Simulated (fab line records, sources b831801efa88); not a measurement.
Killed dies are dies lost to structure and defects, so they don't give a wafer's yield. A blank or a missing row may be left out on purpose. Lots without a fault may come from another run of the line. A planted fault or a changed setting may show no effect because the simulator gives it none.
One fault seen from 2 desks | flow sky130 | each desk has only its own numbers; what lay behind them comes last

THE METROLOGY DESK
What the gauges read, lot by lot, whatever tool the lot ran on: means of the sampled wafers that have a number. A lot is out of limits, marked OUT, if its mean lies more than 4 standard deviations from the usual mean; the brackets give that distance.
Columns: A = VT_ADJUST_PCH_TW at SKY_VT_ADJUST_PCH_TW_MEAS_10, usual 142.6
lot  | first seen here | A
L479 | day 10 07:07    | 141.4
L484 | day 12 04:07    | 142.7
L486 | day 13 03:33    | 143.4
L487 | day 13 14:43    | 142.3
L488 | day 13 20:13    | 141.0
L489 | day 14 10:14    | 143.7
L491 | day 14 12:57    | 142.2
L492 | day 14 18:54    | 143.6
L497 | day 16 06:12    | 142.9
L500 | day 17 05:04    | 143.5
L502 | day 18 00:46    | 143.0
This desk's finding: nothing out of limits on any of the 11 lots.

THE TOOL OWNER'S DESK: litho_track-01
The tool's own readings at SKY_SONOS_ONO_SOFTBAKE_09 (time 60 s): means of the sampled wafers that have a number, for each lot that ran on this tool. A lot is out of limits, marked OUT, if its mean lies more than 4 standard deviations from the usual mean; the brackets give that distance.
Columns: A = exhaust_pa at SKY_SONOS_ONO_SOFTBAKE_09, usual 45.2 Pa; B = heater_power_total_W at SKY_SONOS_ONO_SOFTBAKE_09, usual 56.60 W; C = run_length_s at SKY_SONOS_ONO_SOFTBAKE_09, usual 89.24 s
lot  | first seen here | A    | B                       | C
L484 | day 13 20:55    | 45.2 | 56.59                   | 89.17
L488 | day 15 19:20    | 43.9 | 56.64                   | 89.12
L489 | day 16 10:05    | 45.3 | 61.34 (+99 or more) OUT | 79.19 (-72) OUT
L492 | day 16 22:08    | 45.4 | 61.34 (+99 or more) OUT | 79.35 (-71) OUT
This desk's finding: out of limits on L489, L492; first on L489, day 16 10:05 (heater_power_total_W at SKY_SONOS_ONO_SOFTBAKE_09). In limits: L484, L488.

PUT TOGETHER
The tool owner's desk could have raised an alarm at day 16 10:05, on L489, L492.
The metrology desk saw nothing out of limits.
The metrology desk has L489, L492 on record, within its limits.
Of the lots named, all ran SKY_SONOS_ONO_SOFTBAKE_09 on litho_track-01.

WHAT THE SIMULATOR HAD PUT IN
Process parameter drift: litho_track-01, from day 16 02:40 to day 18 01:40, at SKY_SONOS_ONO_SOFTBAKE_09. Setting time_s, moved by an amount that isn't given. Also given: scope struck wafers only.
Lots struck among those shown: L489, L492.
Hours from the fault's start to each desk's first reading out of limits: the tool owner's desk, 7.
